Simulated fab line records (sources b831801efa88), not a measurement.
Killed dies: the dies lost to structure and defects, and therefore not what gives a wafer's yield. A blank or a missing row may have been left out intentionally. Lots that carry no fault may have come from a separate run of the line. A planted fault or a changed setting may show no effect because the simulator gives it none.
Which tool was responsible? -- flow sky130 -- 14 lots with 42 wafers sampled at 2 steps, on a route of 708 steps

WHAT THE GAUGES READ, wafer by wafer
SKY_CAPM_THK_MEAS_01. Usual: for CAPM_CVD_00_THK the level is 15.50 nm and the standard deviation is 0.24.
lot,measured,on,CAPM_CVD_00_THK (nm),flag
L480,day 36 10:32,film-metro-03,15.31 15.24 15.58,
L482,day 37 11:56,film-metro-02,15.22 15.43 15.88,
L483,day 37 14:02,film-metro-02,15.41 15.38 15.07,
L484,day 37 21:14,film-metro-03,15.48 15.16 15.84,
L485,day 38 07:52,film-metro-02,15.97 15.90 15.69,
L486,day 38 09:49,film-metro-02,15.16 15.01 15.29,
L487,day 38 21:47,film-metro-01,15.33 15.74 15.89,
L496,day 41 13:20,film-metro-03,15.43 15.17 15.27,
L497,day 41 18:43,film-metro-03,15.28 15.34 15.28,
L498,day 41 23:55,film-metro-01,15.40 15.39 15.80,
L499,day 42 02:34,film-metro-03,15.19 15.23 15.41,
L500,day 42 09:49,film-metro-03,15.24 15.38 15.66,
L501,day 42 15:01,film-metro-03,15.78 15.59 15.63,
L502,day 42 20:23,film-metro-02,15.13 15.59 15.44,

SKY_CAPM_THK_MEAS_04: measures by xrf. Usual: for CAPM_TIN_THK the level is 195.6 nm and the standard deviation is 2.4.
lot,measured,on,CAPM_TIN_THK (nm),flag
L480,day 36 10:49,film-metro-02,196.6 197.0 197.6,
L482,day 37 12:13,film-metro-03,197.0 193.7 195.2,
L483,day 37 14:20,film-metro-01,193.9 197.8 195.3,
L484,day 37 21:31,film-metro-02,197.4 199.7 194.1,
L485,day 38 08:09,film-metro-01,194.6 193.8 193.1,
L486,day 38 10:06,film-metro-03,194.0 195.4 195.9,
L487,day 38 22:04,film-metro-03,199.9 199.5 192.6,
L496,day 41 13:37,film-metro-02,199.7 196.2 198.1,
L497,day 41 19:01,film-metro-02,199.6 199.1 197.8,
L498,day 42 00:13,film-metro-03,193.7 192.1 195.1,
L499,day 42 02:52,film-metro-01,192.6 195.5 194.5,
L500,day 42 10:07,film-metro-01,198.7 194.0 194.3,
L501,day 42 15:18,film-metro-01,194.9 193.8 194.5,
L502,day 42 20:41,film-metro-01,198.3 197.8 197.6,

EACH LOT AND THE TOOL THAT RAN IT (in order: tool; ch and the chambers of the sampled wafers; start)
There is no process step in the record ahead of these readings.

WHAT THE TOOLS THEMSELVES READ (means of the sampled wafers that have a number; where no wafer has one, the mark that the record gives instead)
The record holds no such reading with a usual standard deviation.

THE ANSWER, worked out from the rows above alone
Rule: a lot counts as off when the mean over its wafers that have a number is more than 3 standard deviations away from the usual mean. Also off: a lot with no number at a reading for which 4 or more lots have one. The other lots that the step has rows for count as sound. The gauges are gone through in route order, then the tools' own readings, and for those a lot's mean is taken as printed above. The first step at which some lot is off is used, and at that step the reading that is off furthest; a lot without a number counts as furthest.
None of the lots is off at any reading shown; this tells nothing.

WHAT THE SIMULATOR PUT IN
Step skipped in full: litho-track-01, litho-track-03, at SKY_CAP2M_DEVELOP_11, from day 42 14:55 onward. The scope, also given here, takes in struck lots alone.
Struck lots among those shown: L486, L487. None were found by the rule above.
